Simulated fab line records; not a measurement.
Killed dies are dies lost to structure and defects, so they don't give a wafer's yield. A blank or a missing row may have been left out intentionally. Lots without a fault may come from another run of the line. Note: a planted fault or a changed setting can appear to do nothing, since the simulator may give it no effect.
Struck lot and sound lot, side by side / flow sky130 / 18 steps out of a route of 708
Sound: wafers L571.2, L571.3, L571.6. The struck wafers were L575.1, L575.2, L575.4. The cause is given at the end.
Order at every step that has rows: each side's tool, ch and its chambers, its first start. Under that, the readings that differ: sound wafers / struck wafers / difference of the means / sigmas: that difference in standard deviations of wafers without a fault.
alike: same words and numbers on both sides, and readings whose means sit less than 2 such deviations apart. not compared: any withheld reading, any reading some wafer has no value for, any bound like >300 that may hide the same value, and any number with overlapping values for which the record gives no deviation.
A row with sigmas, a row that says differs or no value, or rows on one side alone: a step with any of these is where the two part. Numbers that have no deviation but don't overlap get no sigmas and don't part them. Lack of a reading on every wafer of one side parts them only where that side has two or more wafers.

first, 4 steps without rows for these wafers: SKY_LDD_HVP_SOFTBAKE_03 (time 60 s); SKY_LDD_HVP_EXPOSE_04 (exposes mask HVPTM, target cd 700 nm); SKY_LDD_HVP_PEB_05; SKY_LDD_HVP_DEVELOP_06 (develop time 60 s).
SKY_LDD_HVP_OVL_MEAS_07:
  struck on overlay-02, day 24 23:38; sound on overlay-02, day 23 19:38
  alike: LDD_HVP_OVL
following that, these wafers have no rows for 1 step: SKY_LDD_HVP_IMPLANT_08.
SKY_LDD_HVP_STRIP_09: strips in O2/N2.
  sound on plasmaAsher-02 ch 0,1, day 23 19:49; struck on plasmaAsher-02 ch 0,1, day 24 23:49
  alike: drypumpMotorCurrentA, oesProductAu, stripTimeToEndpointS
  not compared: rfHoursCounterH
SKY_LDD_HVP_TW_MEAS_10:
  struck on filmMetro-03, day 24 23:55; sound on filmMetro-04, day 23 19:55
  alike: LDD_HVP_TW
then, 4 steps without rows for these wafers: SKY_LDD_LDN_DEHYDRATE_00 (time 60 s); SKY_LDD_LDN_HMDS_01 (prime time 60 s); SKY_LDD_LDN_COAT_02 (resist thk 1140 nm); SKY_LDD_LDN_SOFTBAKE_03 (time 60 s).
SKY_LDD_LDN_EXPOSE_04: exposes mask LDNTM, target cd 700 nm.
  sound on ilineStepper-01 ch 0, day 24 11:19; struck on ilineStepper-01 ch 0, day 25 15:07
reading=model.LDD_LDN.overlayXNm (nm); sound=-0.07017 -0.07017 -0.07017; struck=45.5 45.5 45.5; difference=+45.6; sigmas=
  alike: mask, focusOffsetNm, stageVelMmS
then, 2 steps without rows for these wafers: SKY_LDD_LDN_PEB_05; SKY_LDD_LDN_DEVELOP_06 (develop time 60 s).
SKY_LDD_LDN_OVL_MEAS_07:
  struck on overlay-02, day 26 05:18; sound on overlay-01, day 25 00:57
reading=LDD_LDN_OVL (nm); sound=-0.7 -0.2 0.9; struck=44.8 44.2 44.7; difference=+44.6; sigmas=+34
following that, these wafers have no rows for 1 step: SKY_LDD_LDN_IMPLANT_08.
-- the record jumps here: 22 days lie between the struck wafers' starts before and after (it left off in module LDD_LDN and takes up again in module PAD_OPEN, whose first step shown is number 708 of the route) --
SKY_PAD_OPEN_PROBE_99:
  record: rows for the struck wafers here (prober-01, day 48 01:22), none for the sound ones

== WHERE THEY PART ==
Earliest at SKY_LDD_LDN_OVL_MEAS_07; latest, in this record, at SKY_PAD_OPEN_PROBE_99.

WHY: what the simulator had put in
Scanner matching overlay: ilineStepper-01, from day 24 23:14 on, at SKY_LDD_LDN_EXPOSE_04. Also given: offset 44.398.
